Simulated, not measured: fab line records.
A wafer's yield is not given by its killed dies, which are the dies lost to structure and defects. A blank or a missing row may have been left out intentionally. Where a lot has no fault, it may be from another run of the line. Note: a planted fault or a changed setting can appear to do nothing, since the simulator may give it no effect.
fab line records ; flow sky130
record: lots: 10; wafers: 30; lastDay: 50
route steps=708 shown LI_CONTACT@378 CONTACT@408 PAD_OPEN@708
lots that met no fault: taken from a fault-free run of the same line
startH: start of the lot's first displayed wafer, in hours after the record's first day ; waitH: time in hours since the lot's previous step ; " unchanged from the row above ; L1.1+2: a single row standing in for several wafers ; - either no value or no given start ; * or withheld: withheld ; < > ~ a bound
route shown NAME@n: names a module that has steps shown in the file, with the first one's number in the route ; usual: mean/standard deviation of fault-free wafers ; same: alike in all rows ; chamber/n: place in a boat ; sites: each site's reading ; _std_site: the values' standard deviation ; _edge_site: outer sites' mean less inner sites' ; radiusMm: how far each site lies from the wafer's centre ; mask NAME#n: copy n ; behind: the most recent tool/chamber to have shaped the wafer ; hold: why the lot was held/for how many hours/how that ended ; device: transistor that didn't switch, given as n, p or np ; end of line: at the end of the route, the tests of the same wafers ; where a step has no rows: the recipe by itself ; killed: not the wafer's yield, but the dies lost to structure and defects at the first sort ; map: a wafer's dies, x killed, . not, _ none there
set.NAME: setting as actually run; set.NAME@STEP: the setting as run at that earlier step ; model.NAME: the simulator's own value behind a step, which no gauge read
one table for each step of the route and one row for each wafer, over a sample of lots
services: a tool's chamber out of use, with start hour (startH, from the record's first day; less than 0 if before it), hours out, and reason
== steps ==
step: SKY_LI_CONTACT_STRIP_16
recipe: chemistry: O2/N2; powerW: 1400; pressureMtorr: 1500; platenTempC: withheld; o2FlowSccm: 3000; n2FlowSccm: 300; overashFraction: 0.5
usual: drypumpMotorCurrentA: 5.8/0.43; oesProductAu: 0.376/0.0049; stripTimeToEndpointS: 3.50/0.032
same: overashFraction: 0.5
lot.wafer;tool;chamber;startH;waitH;drypumpMotorCurrentA;oesProductAu;rfHoursCounterH;stripTimeToEndpointS
L208.1;plasmaAsher-03;1;685.44;-;6.2;0.371;103;3.47
L208.2;plasmaAsher-03;0;685.44;-;5.4;0.370;103;3.50
L208.5;plasmaAsher-03;1;685.44;-;6.2;0.370;-;3.44
L211.1;plasmaAsher-01;1;709.90;-;5.1;0.374;62;3.45
L211.5;plasmaAsher-01;1;709.90;-;5.1;0.377;-;3.48
L211.6;plasmaAsher-01;0;709.90;-;6.1;0.366;-;3.43
L212.1;plasmaAsher-03;1;720.34;-;6.2;0.386;107;3.54
L212.2;plasmaAsher-03;0;720.34;-;5.4;0.376;107;3.48
L212.3;plasmaAsher-03;1;720.34;-;6.2;0.375;-;3.49
L217.1;plasmaAsher-01;1;783.94;-;5.1;0.375;70;3.55
L217.2;plasmaAsher-01;0;783.94;-;6.1;0.376;70;3.54
L217.5;plasmaAsher-01;1;783.94;-;5.1;0.370;-;3.48
L218.1;plasmaAsher-03;0;787.65;-;5.4;0.375;4;3.48
L218.4;plasmaAsher-03;1;787.65;-;6.2;0.369;-;3.49
L218.5;plasmaAsher-03;1;787.65;-;6.1;0.380;-;3.51
L220.1;plasmaAsher-01;0;788.49;-;6.2;0.379;70;3.46
L220.3;plasmaAsher-01;1;788.49;-;5.1;0.380;-;3.50
L220.4;plasmaAsher-01;0;788.49;-;6.2;0.374;-;3.49
L222.4;plasmaAsher-01;0;800.04;-;6.2;0.364;-;3.47
L222.5;plasmaAsher-01;1;800.04;-;5.1;0.374;-;3.53
L222.6;plasmaAsher-01;0;800.04;-;6.2;0.372;-;3.41
L225.2;plasmaAsher-03;0;816.95;-;5.4;0.375;6;3.52
L225.3;plasmaAsher-03;1;816.95;-;6.2;0.375;-;3.52
L225.5;plasmaAsher-03;0;816.95;-;5.4;0.375;-;3.49
L226.1;plasmaAsher-04;0;824.44;-;6.1;0.376;31;3.50
L226.2;plasmaAsher-04;1;824.44;-;6.2;0.378;31;3.47
L226.4;plasmaAsher-04;1;824.44;-;6.1;0.385;-;3.45
L230.1;plasmaAsher-03;1;870.65;-;6.1;0.377;11;3.48
L230.3;plasmaAsher-03;0;870.65;-;5.4;0.377;-;3.52
L230.4;plasmaAsher-03;1;870.65;-;6.2;0.382;-;3.50
step: SKY_CONTACT_HDPCVD_02
recipe: material: SiO2; targetThkNm: 565; sigmaOpenFrac: 0.3; timeS: 94.2; tempC: 600; sih4FlowSccm: 60; pressureMtorr: 6
usual: sih4FlowSccm: 60.00/0.17
lot.wafer;tool;chamber;startH;waitH;sih4FlowSccm
L208.1;hdpcvd-01;0;714.98;0.1;60.14
L208.2;hdpcvd-01;2;714.98;0.1;59.67
L208.5;hdpcvd-01;0;714.98;0.1;59.77
L211.1;hdpcvd-02;0;739.16;0.1;60.37
L211.5;hdpcvd-02;2;739.16;0.1;60.06
L211.6;hdpcvd-02;0;739.16;0.1;60.08
L212.1;hdpcvd-01;0;749.46;0.1;60.00
L212.2;hdpcvd-01;1;749.46;0.1;59.90
L212.3;hdpcvd-01;2;749.46;0.1;60.01
L217.1;hdpcvd-02;0;813.08;0.1;60.02
L217.2;hdpcvd-02;2;813.08;0.1;59.86
L217.5;hdpcvd-02;1;813.08;0.1;60.08
L218.1;hdpcvd-01;0;816.67;0.1;60.18
L218.4;hdpcvd-01;1;816.67;0.1;60.00
L218.5;hdpcvd-01;1;816.67;0.1;59.93
L220.1;hdpcvd-02;2;817.19;0.1;60.03
L220.3;hdpcvd-02;1;817.19;0.1;60.00
L220.4;hdpcvd-02;0;817.19;0.1;59.84
L222.4;hdpcvd-01;1;828.70;0.1;59.89
L222.5;hdpcvd-01;0;828.70;0.1;59.94
L222.6;hdpcvd-01;2;828.70;0.1;59.77
L225.2;hdpcvd-02;1;845.52;0.0;60.02
L225.3;hdpcvd-02;0;845.52;0.0;72.03
L225.5;hdpcvd-02;2;845.52;0.0;59.72
L226.1;hdpcvd-01;0;852.71;0.1;59.98
L226.2;hdpcvd-01;0;852.71;0.1;60.04
L226.4;hdpcvd-01;0;852.71;0.1;59.95
L230.1;hdpcvd-01;2;898.62;0.1;59.90
L230.3;hdpcvd-01;0;898.62;0.1;60.05
L230.4;hdpcvd-01;1;898.62;0.1;59.81
step: SKY_CONTACT_THK_MEAS_03
recipe: reads: SiO2_of_CONTACT_HDPCVD_02
usual: CONTACT_HDPCVD_THK: 561/5.9
lot.wafer;tool;chamber;startH;waitH;hold;CONTACT_HDPCVD_THK[nm]
L208.1;filmMetro-02;-;715.05;0.0;-;563
L208.2;filmMetro-02;-;715.05;0.0;-;570
L208.5;filmMetro-02;-;715.05;0.0;-;560
L211.1;filmMetro-02;-;739.23;0.0;-;563
L211.5;filmMetro-02;-;739.23;0.0;-;558
L211.6;filmMetro-02;-;739.23;0.0;-;561
L212.1;filmMetro-04;-;749.52;0.0;-;565
L212.2;filmMetro-04;-;749.52;0.0;-;564
L212.3;filmMetro-04;-;749.52;0.0;-;558
L217.1;filmMetro-02;-;813.15;0.0;-;561
L217.2;filmMetro-02;-;813.15;0.0;-;555
L217.5;filmMetro-02;-;813.15;0.0;-;554
L218.1;filmMetro-03;-;816.78;0.1;-;562
L218.4;filmMetro-03;-;816.78;0.1;-;556
L218.5;filmMetro-03;-;816.78;0.1;-;559
L220.1;filmMetro-03;-;817.26;0.0;-;550
L220.3;filmMetro-03;-;817.26;0.0;-;559
L220.4;filmMetro-03;-;817.26;0.0;-;573
L222.4;filmMetro-02;-;828.76;0.0;-;559
L222.5;filmMetro-02;-;828.76;0.0;-;563
L222.6;filmMetro-02;-;828.76;0.0;-;562
L225.2;filmMetro-04;-;845.60;0.0;awaitDispo/0.2h/release;566
L225.3;filmMetro-04;-;845.60;0.0;awaitDispo/0.2h/release;675
L225.5;filmMetro-04;-;845.60;0.0;awaitDispo/0.2h/release;556
L225.2;filmMetro-04;-;845.82;0.2;-;566
L225.3;filmMetro-04;-;845.82;0.2;-;677
L225.5;filmMetro-04;-;845.82;0.2;-;556
L226.1;filmMetro-02;-;852.92;0.2;-;557
L226.2;filmMetro-02;-;852.92;0.2;-;559
L226.4;filmMetro-02;-;852.92;0.2;-;560
L230.1;filmMetro-03;-;898.69;0.0;-;576
L230.3;filmMetro-03;-;898.69;0.0;-;577
L230.4;filmMetro-03;-;898.69;0.0;-;579
step: SKY_CONTACT_CMP_04
recipe: material: SiO2; downForcePsi: 4; platenRpm: 60; padVelocityMS: 0.94248
usual: motorCurrentA: 12.0/1.2; slurryFilterDpKPa: 13.49/0.13; timeToEndpointS: 83/4.5
lot.wafer;tool;chamber;startH;waitH;hold;motorCurrentA;slurryFilterDpKPa;timeToEndpointS
L208.1;cmp-02;3;715.16;0.1;-;13.0;13.63;89
L208.2;cmp-02;0;715.16;0.1;-;13.2;13.39;89
L208.5;cmp-02;3;715.16;0.1;-;13.2;13.46;89
L211.1;cmp-02;1;739.38;0.1;-;10.4;13.34;88
L211.6;cmp-02;0;739.38;0.1;-;13.0;13.46;80
L211.5;cmp-02;1;739.38;0.1;-;10.3;13.48;83
L212.2;cmp-02;3;749.58;0.0;-;13.7;13.49;88
L212.3;cmp-02;0;749.58;0.0;-;13.7;13.33;76
L212.1;cmp-02;1;749.58;0.0;-;10.6;13.57;86
L217.2;cmp-01;1;813.31;0.1;-;12.9;13.71;77
L217.1;cmp-01;2;813.31;0.1;-;12.2;13.66;79
L217.5;cmp-01;0;813.31;0.1;-;10.7;13.50;79
L218.4;cmp-01;1;816.94;0.1;-;12.3;13.43;80
L218.1;cmp-01;2;816.94;0.1;-;12.4;13.43;79
L218.5;cmp-01;3;816.94;0.1;-;11.5;13.38;81
L220.1;cmp-01;3;817.32;0.1;-;11.0;13.73;76
L220.3;cmp-01;1;817.32;0.1;-;12.4;13.58;77
L220.4;cmp-01;2;817.32;0.1;-;13.0;13.73;79
L222.4;cmp-01;3;828.79;0.0;-;11.8;13.37;83
L222.6;cmp-01;3;828.79;0.0;-;11.5;13.56;84
L222.5;cmp-01;0;828.79;0.0;-;11.6;13.46;87
L225.3;cmp-02;0;847.33;1.5;awaitDispo/1.5h/release;13.3;13.40;118
L225.2;cmp-02;1;847.33;1.5;awaitDispo/1.5h/release;10.2;13.61;88
L225.5;cmp-02;1;847.33;1.5;awaitDispo/1.5h/release;10.2;13.30;79
L226.4;cmp-02;3;852.98;0.0;-;12.8;13.40;81
L226.2;cmp-02;0;852.98;0.0;-;13.8;13.56;76
L226.1;cmp-02;2;852.98;0.0;-;10.8;13.56;81
L230.3;cmp-01;3;898.75;0.0;-;11.3;13.15;93
L230.1;cmp-01;0;898.75;0.0;-;11.8;13.46;93
L230.4;cmp-01;2;898.75;0.0;-;11.8;13.42;86
step: SKY_CONTACT_ETCH_16
recipe: chemistry: N2/H2; target: BARC; ionEnergyEv: 200; sourceW: 500; biasW: 100; pressureMtorr: 30; n2FlowSccm: 100; h2FlowSccm: 200; stopOn: SiO2; timeS: 45.9; targetDepthA: 600
usual: drypumpMotorCurrentA: 5.8/0.36; oesProductAu: 0.854/0.0045; throttleValvePct: 13.225/0.01
lot.wafer;tool;chamber;startH;waitH;drypumpMotorCurrentA;oesProductAu;rfHoursCounterH;throttleValvePct
L208.1;rieDiel-02;2;742.91;0.0;6.0;0.862;8;13.219
L208.2;rieDiel-02;0;742.91;0.0;6.3;0.856;9;13.226
L208.5;rieDiel-02;2;742.91;0.0;6.0;0.854;-;13.229
L211.1;rieDiel-03;1;766.76;0.0;5.4;0.851;9;13.234
L211.5;rieDiel-03;1;766.76;0.0;5.4;0.854;-;13.236
L211.6;rieDiel-03;0;766.76;0.0;5.9;0.848;-;13.222
L212.1;rieDiel-01;3;777.01;0.0;6.0;0.852;4;13.233
L212.2;rieDiel-01;0;777.01;0.0;6.1;0.860;23;13.223
L212.3;rieDiel-01;2;777.01;0.0;5.7;0.863;17;13.217
L217.1;rieDiel-03;3;839.92;0.0;6.4;0.852;14;13.218
L217.2;rieDiel-03;0;839.92;0.0;5.9;0.855;13;13.232
L217.5;rieDiel-03;3;839.92;0.0;6.4;0.852;-;13.231
L218.1;rieDiel-03;2;843.76;0.0;5.7;0.850;14;13.217
L218.4;rieDiel-03;0;843.76;0.0;5.9;0.857;14;13.220
L218.5;rieDiel-03;2;843.76;0.0;5.6;0.852;-;13.214
L220.1;rieDiel-01;2;844.07;0.0;5.7;0.856;20;13.230
L220.3;rieDiel-01;3;844.07;0.0;6.0;0.846;6;13.222
L220.4;rieDiel-01;0;844.07;0.0;6.1;0.853;25;13.216
L222.4;rieDiel-03;3;854.86;0.0;6.3;0.856;15;13.238
L222.5;rieDiel-03;1;854.86;0.0;5.4;0.860;-;13.228
L222.6;rieDiel-03;2;854.86;0.0;5.6;0.849;-;13.234
L225.2;rieDiel-02;3;872.77;0.0;5.8;0.850;9;13.211
L225.3;rieDiel-02;0;872.77;0.0;6.3;0.859;11;13.206
L225.5;rieDiel-02;2;872.77;0.0;6.0;0.855;-;13.212
L226.1;rieDiel-03;1;879.42;0.0;5.4;0.852;12;13.226
L226.2;rieDiel-03;0;879.42;0.0;5.9;0.851;15;13.226
L226.4;rieDiel-03;2;879.42;0.0;5.6;0.847;16;13.219
L230.1;rieDiel-02;2;924.76;0.0;6.0;0.855;13;13.226
L230.3;rieDiel-02;3;924.76;0.0;5.9;0.849;11;13.228
L230.4;rieDiel-02;1;924.76;0.0;4.8;0.857;7;13.230
step: SKY_CONTACT_STRIP_19
recipe: chemistry: O2/N2; powerW: 1400; pressureMtorr: 1500; platenTempC: withheld; o2FlowSccm: 3000; n2FlowSccm: 300; overashFraction: 0.5
usual: drypumpMotorCurrentA: 5.9/0.33; oesProductAu: 0.381/0.0048; stripTimeToEndpointS: 3.617/0.029
same: overashFraction: 0.5
lot.wafer;tool;chamber;startH;waitH;drypumpMotorCurrentA;oesProductAu;rfHoursCounterH;stripTimeToEndpointS
L208.1;plasmaAsher-02;0;743.05;-;5.6;0.380;90;3.661
L208.2;plasmaAsher-02;1;743.05;-;6.3;0.381;90;3.625
L208.5;plasmaAsher-02;0;743.05;-;5.6;0.391;-;3.669
L211.1;plasmaAsher-04;1;766.90;-;6.1;0.375;25;3.571
L211.5;plasmaAsher-04;0;766.90;-;6.0;0.383;-;3.593
L211.6;plasmaAsher-04;1;766.90;-;6.2;0.378;-;3.617
L212.1;plasmaAsher-04;0;777.14;-;6.0;0.373;25;3.627
L212.2;plasmaAsher-04;1;777.14;-;6.2;0.371;25;3.631
L212.3;plasmaAsher-04;0;777.14;-;6.1;0.385;-;3.612
L217.1;plasmaAsher-02;0;840.06;-;5.6;0.382;100;3.565
L217.2;plasmaAsher-02;1;840.06;-;6.2;0.381;100;3.577
L217.5;plasmaAsher-02;0;840.06;-;5.5;0.385;-;3.594
L218.1;plasmaAsher-03;1;843.89;-;6.1;0.381;9;3.598
L218.4;plasmaAsher-03;0;843.89;-;5.4;0.386;-;3.627
L218.5;plasmaAsher-03;0;843.89;-;5.4;0.384;-;3.597
L220.1;plasmaAsher-02;0;844.20;-;5.6;0.371;101;3.584
L220.3;plasmaAsher-02;0;844.20;-;5.6;0.380;-;3.645
L220.4;plasmaAsher-02;1;844.20;-;6.2;0.379;-;3.640
L222.4;plasmaAsher-02;0;855.03;-;5.5;0.383;-;3.600
L222.5;plasmaAsher-02;0;855.03;-;5.5;0.377;-;3.598
L222.6;plasmaAsher-02;1;855.03;-;6.2;0.372;-;3.552
L225.2;plasmaAsher-03;0;872.91;-;5.4;0.378;12;3.632
L225.3;plasmaAsher-03;1;872.91;-;6.1;0.379;-;3.638
L225.5;plasmaAsher-03;0;872.91;-;5.4;0.387;-;3.682
L226.1;plasmaAsher-04;1;879.55;-;6.1;0.385;36;3.635
L226.2;plasmaAsher-04;0;879.55;-;6.0;0.378;36;3.607
L226.4;plasmaAsher-04;0;879.55;-;6.0;0.383;-;3.636
L230.1;plasmaAsher-03;1;924.89;-;6.1;0.384;18;3.637
L230.3;plasmaAsher-03;0;924.89;-;5.4;0.376;-;3.608
L230.4;plasmaAsher-03;1;924.89;-;6.1;0.378;-;3.631
step: SKY_PAD_OPEN_PROBE_99
usual: killed_at_M0_to_M3: 43/6.5; killed_at_M4_up: 3/1.7; killedAtContacts: 25/5.1; killedAtFrontEnd: 15/3.8; killedAtOther: 0.2/0.45; killedDies: 86/8.8; killedOpen: 47/6.7; killedShort: 39/6
same: grossDies: 492; killedAtBackSide: 0
lot.wafer;tool;chamber;startH;waitH;killed_at_M0_to_M3;killed_at_M4_up;killedAtContacts;killedAtFrontEnd;killedAtOther;killedDies;killedOpen;killedShort
L208.1;prober-01;-;1082.93;0.1;39;1;24;12;0;76;44;32
L208.2;prober-01;-;1082.98;0.1;45;0;26;19;0;90;45;45
L208.5;prober-01;-;1083.13;0.2;46;1;24;9;0;80;51;29
L217.1;prober-01;-;1154.99;0.1;48;3;29;17;0;97;62;35
L217.2;prober-01;-;1155.04;0.1;34;6;33;18;1;92;52;40
L217.5;prober-01;-;1155.19;0.2;46;3;22;15;0;86;41;45
L230.1;prober-01;-;1208.22;0.1;43;6;24;16;0;89;50;39
L230.3;prober-01;-;1208.32;0.2;37;4;16;18;0;75;43;32
L230.4;prober-01;-;1208.37;0.2;44;2;27;12;0;85;52;33
killed by level:class
L208.1 VIA1:geometricParticle:open=13 CONTACT:geometricParticle:open=7 LI_CONTACT:geometricParticle:open=5 LI_CONTACT:geometricParticle:short=5 LOCAL_INTERCONNECT:geometricParticle:short=5 METAL1:geometricParticle:short=5 VIA3:geometricParticle:open=5 FIELD_ISO:geometricParticle:short=4
L208.2 CONTACT:geometricParticle:open=11 VIA1:geometricParticle:open=9 METAL1:geometricParticle:short=8 POLY_GATE:geometricParticle:short=7 LOCAL_INTERCONNECT:geometricParticle:short=7 VIA1:geometricParticle:short=6 VIA3:geometricParticle:open=6 VIA2:geometricParticle:open=6
L208.5 VIA1:geometricParticle:open=13 VIA3:geometricParticle:open=10 LOCAL_INTERCONNECT:geometricParticle:short=9 CONTACT:geometricParticle:open=8 VIA2:geometricParticle:open=6 LI_CONTACT:geometricParticle:open=6 VIA1:geometricParticle:short=4 METAL3:geometricParticle:short=3
L217.1 CONTACT:geometricParticle:open=11 LI_CONTACT:geometricParticle:open=8 METAL1:geometricParticle:short=8 VIA1:geometricParticle:open=8 VIA3:geometricParticle:open=8 POLY_GATE:geometricParticle:open=7 VIA1:geometricParticle:short=6 METAL2:geometricParticle:short=5
L217.2 LI_CONTACT:geometricParticle:open=12 POLY_GATE:geometricParticle:open=6 VIA1:geometricParticle:open=6 CONTACT:geometricParticle:short=6 CONTACT:geometricParticle:open=6 METAL4:geometricParticle:short=5 VIA2:geometricParticle:open=5 VIA1:geometricParticle:short=5
L217.5 VIA1:geometricParticle:open=11 VIA2:geometricParticle:short=8 FIELD_ISO:geometricParticle:short=7 CONTACT:geometricParticle:open=7 VIA1:geometricParticle:short=6 LI_CONTACT:geometricParticle:open=5 VIA2:geometricParticle:open=5 LOCAL_INTERCONNECT:geometricParticle:short=4
L230.1 VIA2:geometricParticle:open=11 VIA1:geometricParticle:open=10 CONTACT:geometricParticle:open=7 LI_CONTACT:geometricParticle:open=5 LOCAL_INTERCONNECT:geometricParticle:short=5 VIA3:geometricParticle:open=5 FIELD_ISO:geometricParticle:open=4 CONTACT:geometricParticle:short=4
L230.3 FIELD_ISO:geometricParticle:short=10 VIA1:geometricParticle:open=10 CONTACT:geometricParticle:open=7 VIA3:geometricParticle:open=6 FIELD_ISO:geometricParticle:open=5 CONTACT:geometricParticle:short=4 VIA2:geometricParticle:open=4 LOCAL_INTERCONNECT:geometricParticle:short=3
L230.4 VIA1:geometricParticle:open=14 CONTACT:geometricParticle:open=11 CONTACT:geometricParticle:short=6 VIA3:geometricParticle:open=6 POLY_GATE:geometricParticle:open=5 LI_CONTACT:geometricParticle:open=5 METAL2:geometricParticle:short=5 POLY_GATE:geometricParticle:short=4
== services ==
tool;chamber;startH;hours;kind
rieDiel-03;1;663.54;7.1;repair
cmp-01;-;670.00;0.5;repair
plasmaAsher-02;-;680.31;1.0;repair
plasmaAsher-02;-;693.58;2.8;pm
hdpcvd-01;-;699.00;2.8;pm
plasmaAsher-03;-;733.75;9.0;pm
cmp-01;-;744.00;4.0;pm
cmp-02;-;757.73;29.8;repair
cmp-02;-;758.33;2.1;repair
cmp-02;-;761.70;1.3;repair
rieDiel-03;1;786.96;38.7;repair
cmp-01;-;787.75;11.1;pm
plasmaAsher-03;-;789.10;14.6;pm
cmp-02;-;798.86;5.2;pm
hdpcvd-01;2;816.12;8.1;repair
hdpcvd-01;1;842.77;21.3;repair
plasmaAsher-03;-;845.49;1.2;repair
hdpcvd-01;2;849.69;4.6;repair
cmp-02;-;868.03;1.3;repair
cmp-01;-;869.91;0.9;repair
rieDiel-03;1;884.60;5.5;repair
rieDiel-03;-;905.46;2.8;pm
cmp-02;-;912.00;4.0;pm
cmp-02;-;919.46;5.2;repair
== key ==
firstSign: step: SKY_CONTACT_HDPCVD_02; reading: sih4FlowSccm; direction: up; sigmas: 70; usual: 60.00; struck: 72.03
effect: step: SKY_CONTACT_THK_MEAS_03; reading: visit; direction: added
effect: step: SKY_CONTACT_THK_MEAS_03; reading: CONTACT_HDPCVD_THK; direction: up; sigmas: 19; usual: 561; struck: 675
effect: step: SKY_CONTACT_CMP_04; reading: timeToEndpointS; direction: up; sigmas: 8; usual: *; struck: *
metAt SKY_CONTACT_HDPCVD_02
struckLots L225
struckWafers L225.3
testerLeftOut L225
notActingAt SKY_LI_CONTACT_STRIP_16,SKY_CONTACT_ETCH_16,SKY_CONTACT_STRIP_19
onsetBetween 817.19 845.52
fault: kind: processParameterDrift; tool: hdpcvd-02; chamber: 0; onsetH: 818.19; steps: SKY_CONTACT_HDPCVD_02; channel: sih4FlowSccm; offset: 12; shape: step; endH: 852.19; actsIn: theseRecipesOnly; stated: 60
testerLeftOut: of these lots the tester's yield and bins aren't shown, on N5 and GAA mostly nor the transistor test; their killed dies are dies lost to structure and defects alone, not to doping, threshold or leakage, so they don't give the yield
